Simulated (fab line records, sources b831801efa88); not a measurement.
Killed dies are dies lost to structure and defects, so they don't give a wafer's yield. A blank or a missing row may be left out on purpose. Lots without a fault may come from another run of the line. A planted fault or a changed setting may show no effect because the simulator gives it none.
Which tool did it? | flow sky130 | 12 lots, 36 wafers sampled, at 5 steps of a route of 708

WHAT THE GAUGES READ, wafer by wafer
The record holds no reading of a measuring or inspecting step that can be judged against a usual standard deviation.

WHICH TOOL RAN EACH LOT (tool, then ch and the chambers of the sampled wafers, then the start)
lot  | SKY_METAL4_SPUTTER_03        | SKY_METAL4_SPUTTER_04        | SKY_CAP2M_DEVELOP_11              | SKY_CAP2M_STRIP_14                   | SKY_PAD_OPEN_PROBE_99
L440 | pvd_sputter-03, day 39 12:10 | pvd_sputter-03, day 39 12:11 | litho_track-02 ch 0, day 40 13:19 | plasma_asher-01 ch 0,1, day 40 13:34 | -
L441 | pvd_sputter-02, day 40 02:29 | pvd_sputter-02, day 40 02:30 | litho_track-04 ch 0, day 41 02:34 | plasma_asher-03 ch 0,1, day 41 02:50 | prober-02, day 46 02:16
L443 | pvd_sputter-02, day 40 15:37 | pvd_sputter-02, day 40 15:38 | litho_track-02 ch 0, day 41 15:43 | plasma_asher-04 ch 0, day 41 15:58   | -
L447 | pvd_sputter-02, day 42 00:57 | pvd_sputter-02, day 42 00:58 | litho_track-02 ch 0, day 43 00:28 | plasma_asher-01 ch 0, day 43 00:43   | -
L448 | pvd_sputter-03, day 42 04:13 | pvd_sputter-03, day 42 04:14 | litho_track-04 ch 0, day 43 03:34 | plasma_asher-03 ch 0,1, day 43 03:49 | prober-01, day 47 19:30
L449 | pvd_sputter-01, day 43 03:15 | pvd_sputter-01, day 43 03:16 | litho_track-04 ch 0, day 44 01:43 | plasma_asher-04 ch 0,1, day 44 01:59 | prober-02, day 48 17:17
L450 | pvd_sputter-03, day 43 04:56 | pvd_sputter-03, day 43 04:57 | litho_track-04 ch 0, day 44 03:39 | plasma_asher-04 ch 0,1, day 44 03:53 | prober-01, day 48 19:20
L452 | pvd_sputter-02, day 43 18:24 | pvd_sputter-02, day 43 18:25 | litho_track-04 ch 0, day 44 15:40 | plasma_asher-04 ch 0,1, day 44 16:00 | prober-02, day 49 02:47
L451 | pvd_sputter-02, day 43 22:41 | pvd_sputter-02, day 43 22:42 | litho_track-03 ch 0, day 44 20:51 | plasma_asher-03 ch 0,1, day 44 21:07 | prober-01, day 49 07:18
L462 | pvd_sputter-01, day 46 04:01 | pvd_sputter-01, day 46 04:02 | litho_track-04 ch 0, day 47 00:13 | plasma_asher-03 ch 0,1, day 47 00:28 | -
L461 | pvd_sputter-02, day 46 04:26 | pvd_sputter-02, day 46 04:28 | litho_track-04 ch 0, day 47 00:31 | plasma_asher-04 ch 0,1, day 47 00:46 | prober-01, day 51 02:28
L463 | pvd_sputter-03, day 46 05:58 | pvd_sputter-03, day 46 05:59 | litho_track-03 ch 0, day 47 01:35 | plasma_asher-04 ch 0,1, day 47 01:49 | -
- SKY_METAL4_SPUTTER_03: material Ti, target thk 5 nm, time 3.3 s.
- SKY_METAL4_SPUTTER_04: material TiN, target thk 70 nm, time 58.3 s.
- SKY_CAP2M_DEVELOP_11: develop time 60 s.
- SKY_CAP2M_STRIP_14: strips in O2/N2.
- SKY_PAD_OPEN_PROBE_99

WHAT THE TOOLS THEMSELVES READ (means of the sampled wafers that have a number; where no wafer has one, the mark that the record gives instead)
SKY_METAL4_SPUTTER_03.
lot  | tool           | chamber_pressure_pa (Pa) | throttle_valve_pct (%)
L440 | pvd_sputter-03 | 0.4006                   | 29.4
L441 | pvd_sputter-02 | 0.3997                   | 29.3
L443 | pvd_sputter-02 | 0.4006                   | 30.9
L447 | pvd_sputter-02 | 0.3997                   | 31.0
L448 | pvd_sputter-03 | 0.3993                   | 29.6
L449 | pvd_sputter-01 | 0.4002                   | 30.3
L450 | pvd_sputter-03 | 0.3994                   | 29.2
L452 | pvd_sputter-02 | 0.3989                   | 29.1
L451 | pvd_sputter-02 | 0.4003                   | 30.1
L462 | pvd_sputter-01 | 0.4003                   | 30.4
L461 | pvd_sputter-02 | 0.3999                   | 31.1
L463 | pvd_sputter-03 | 0.3994                   | 29.5

SKY_METAL4_SPUTTER_04.
lot  | tool           | chamber_pressure_pa (Pa) | throttle_valve_pct (%)
L440 | pvd_sputter-03 | 0.3999                   | 29.4
L441 | pvd_sputter-02 | 0.4002                   | 29.3
L443 | pvd_sputter-02 | 0.4001                   | 30.8
L447 | pvd_sputter-02 | 0.4003                   | 31.0
L448 | pvd_sputter-03 | 0.4003                   | 29.6
L449 | pvd_sputter-01 | 0.3991                   | 30.4
L450 | pvd_sputter-03 | 0.3995                   | 29.3
L452 | pvd_sputter-02 | 0.3999                   | 29.3
L451 | pvd_sputter-02 | 0.4003                   | 30.1
L462 | pvd_sputter-01 | 0.4001                   | 30.3
L461 | pvd_sputter-02 | 0.4003                   | 31.0
L463 | pvd_sputter-03 | 0.3998                   | 29.6

SKY_CAP2M_DEVELOP_11.
lot  | tool           | developer_temp_C (C)
L440 | litho_track-02 | 23.10
L441 | litho_track-04 | 23.14
L443 | litho_track-02 | 23.06
L447 | litho_track-02 | 22.91
L448 | litho_track-04 | 23.08
L449 | litho_track-04 | 22.92
L450 | litho_track-04 | 22.99
L452 | litho_track-04 | 22.88
L451 | litho_track-03 | 22.98
L462 | litho_track-04 | 25.26
L461 | litho_track-04 | 25.31
L463 | litho_track-03 | 23.12

SKY_CAP2M_STRIP_14.
lot  | tool            | chamber_pressure_mTorr (mTorr) | drypump_motor_current_A (A) | oes_product_au (a.u.) | strip_time_to_endpoint_s (s)
L440 | plasma_asher-01 | 1499.9                         | 5.7                         | 0.711                 | 12.61
L441 | plasma_asher-03 | 1500.0                         | 5.5                         | 0.716                 | 12.59
L443 | plasma_asher-04 | 1500.2                         | 6.2                         | 0.711                 | 12.58
L447 | plasma_asher-01 | 1498.8                         | 5.6                         | 0.710                 | 12.58
L448 | plasma_asher-03 | 1499.5                         | 5.5                         | 0.711                 | 12.64
L449 | plasma_asher-04 | 1499.6                         | 5.9                         | 0.708                 | 12.58
L450 | plasma_asher-04 | 1499.8                         | 6.1                         | 0.713                 | 12.57
L452 | plasma_asher-04 | 1500.4                         | 6.1                         | 0.711                 | 12.55
L451 | plasma_asher-03 | 1501.1                         | 5.5                         | 0.713                 | 12.50
L462 | plasma_asher-03 | 1501.3                         | 5.3                         | 0.709                 | 12.55
L461 | plasma_asher-04 | 1499.6                         | 5.9                         | 0.710                 | 12.60
L463 | plasma_asher-04 | 1500.4                         | 6.1                         | 0.708                 | 12.63

SKY_PAD_OPEN_PROBE_99.
lot  | tool      | defect_limited_yield (%) | killed_at_M0_to_M3 | killed_at_M4_up | killed_at_contacts | killed_at_front_end | killed_at_other | killed_dies | killed_open | killed_short | sort_bin_3_pad_short (%) | sort_bin_5_function (%) | sort_bin_6_memory (%) | sort_n_pass | sort_yield_pct (%)
L441 | prober-02 | 82.9                     | 42                 | 2.7             | 21                 | 18                  | 0.0             | 84          | 44          | 39           | 0.7                      | 9.7                     | 6.7                   | 408         | 82.9
L448 | prober-01 | 82.7                     | 37                 | 2.3             | 30                 | 15                  | 0.7             | 85          | 48          | 37           | 0.7                      | 9.5                     | 7.0                   | 407         | 82.7
L449 | prober-02 | 83.0                     | 39                 | 3.3             | 26                 | 15                  | 1.0             | 83          | 47          | 35           | 0.9                      | 10.1                    | 5.9                   | 409         | 83.0
L450 | prober-01 | 82.9                     | 46                 | 2.3             | 23                 | 13                  | 0.3             | 84          | 49          | 35           | 0.5                      | 9.7                     | 6.8                   | 408         | 82.9
L452 | prober-02 | 83.0                     | 40                 | 1.7             | 24                 | 17                  | 1.0             | 83          | 41          | 42           | 0.9                      | 10.9                    | 5.2                   | 409         | 83.0
L451 | prober-01 | 83.8                     | 45                 | 1.3             | 18                 | 15                  | 0.3             | 80          | 45          | 35           | 0.8                      | 9.7                     | 5.7                   | 412         | 83.8
L461 | prober-01 | 82.5                     | 45                 | 5.3             | 22                 | 13                  | 0.7             | 86          | 47          | 38           | 0.9                      | 10.9                    | 5.7                   | 406         | 82.5

THE ANSWER, worked out from the rows above alone
Rule: what is usual is taken from the lots themselves. Put in order of their means at a reading, lots are off if they are a third of the lots or fewer, leave a main group of 4 or more, and stand apart from it by a gap of 3 or more times the standard deviation of the main group's means; of several such gaps the widest counts. A main group whose means are all the same, to the digits that the tables above print for the reading, isn't used. A lot without any number at a reading at which 4 lots or more have one is off too. The other lots that the step has rows for count as sound. The gauges are gone through in route order, then the tools' own readings, and for those a lot's mean is taken as printed above. The first step at which some lot is off is used, and at that step the reading that is off furthest; a lot without a number counts as furthest.
Off: L462, L461, at SKY_CAP2M_DEVELOP_11 (developer_temp_C). The main group: mean 23.02 C, standard deviation 0.09.
A tool fits if, at that step or a process step before it, it ran every lot that is off, and no sound lot after the first of them. One fits: litho_track-04 at SKY_CAP2M_DEVELOP_11. Its last sound lot is L452 (day 44 15:40), its first lot that is off L462 (day 47 00:13): a fault that began between those two fits.
The tool's own readings at SKY_CAP2M_DEVELOP_11 bear it out: on the lots that are off they differ by more than 5 times the standard deviation of the sound lots' means. developer_temp_C reads 25.29 C there against 23.02 C on the sound lots.

WHAT THE SIMULATOR HAD PUT IN
Process parameter drift: litho_track-04, from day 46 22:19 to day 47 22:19, at SKY_CAP2M_DEVELOP_11. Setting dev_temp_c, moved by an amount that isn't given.
Lots struck among those shown: L462, L461. The rule above found the same.
